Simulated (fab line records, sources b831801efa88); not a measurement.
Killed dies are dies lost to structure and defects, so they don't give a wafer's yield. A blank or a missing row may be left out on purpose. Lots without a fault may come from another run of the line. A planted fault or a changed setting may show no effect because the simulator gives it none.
Which tool did it? | flow sky130 | 6 lots, 18 wafers sampled, at 3 steps of a route of 708

WHAT THE GAUGES READ, wafer by wafer
SKY_LDD_P_TW_MEAS_11.
lot  | measured     | on            | LDD_P_TW
L549 | day 18 23:50 | film_metro-02 | 637 638 638
L553 | day 21 06:59 | film_metro-02 | 641 641 639
L555 | day 21 20:25 | film_metro-02 | 638 640 641
L558 | day 22 18:17 | film_metro-03 | 633 634 631
L562 | day 24 01:44 | film_metro-01 | 30 30 30
L570 | day 27 16:29 | film_metro-02 | 640 635 637

WHICH TOOL RAN EACH LOT (tool, then ch and the chambers of the sampled wafers, then the start)
lot  | SKY_LDD_N_STRIP_16                   | SKY_LDD_P_STRIP_10
L549 | plasma_asher-03 ch 0,1, day 17 17:08 | plasma_asher-02 ch 0,1, day 18 23:45
L553 | plasma_asher-03 ch 0,1, day 20 00:02 | plasma_asher-02 ch 0,1, day 21 06:54
L555 | plasma_asher-02 ch 0,1, day 20 13:57 | plasma_asher-02 ch 0,1, day 21 20:19
L558 | plasma_asher-04 ch 0,1, day 21 11:46 | plasma_asher-02 ch 0,1, day 22 18:12
L562 | plasma_asher-02 ch 0,1, day 22 19:34 | plasma_asher-03 ch 0,1, day 24 01:38
L570 | plasma_asher-04 ch 0,1, day 26 11:34 | plasma_asher-01 ch 0, day 27 16:22
- SKY_LDD_N_STRIP_16: strips in O2/N2.
- SKY_LDD_P_STRIP_10: strips in O2/N2.

THE ANSWER, worked out from the rows above alone
Rule: what is usual is taken from the lots themselves. Put in order of their means at a reading, lots are off if they are a third of the lots or fewer, leave a main group of 4 or more, and stand apart from it by a gap of 3 or more times the standard deviation of the main group's means; of several such gaps the widest counts. A main group whose means are all the same, to the digits that the tables above print for the reading, isn't used. A lot without any number at a reading at which 4 lots or more have one is off too. The other lots that the step has rows for count as sound.
Off: L562, at SKY_LDD_P_TW_MEAS_11 (LDD_P_TW). The main group: mean 638, standard deviation 2.7.
A tool fits if, at a process step before that reading, it ran every lot that is off, and no sound lot after the first of them. The gauges at SKY_LDD_P_TW_MEAS_11 are tried like those tools. Can't be told from this: 3 tools fit, plasma_asher-02 at SKY_LDD_N_STRIP_16, plasma_asher-03 at SKY_LDD_P_STRIP_10, film_metro-01 at SKY_LDD_P_TW_MEAS_11.

WHAT THE SIMULATOR HAD PUT IN
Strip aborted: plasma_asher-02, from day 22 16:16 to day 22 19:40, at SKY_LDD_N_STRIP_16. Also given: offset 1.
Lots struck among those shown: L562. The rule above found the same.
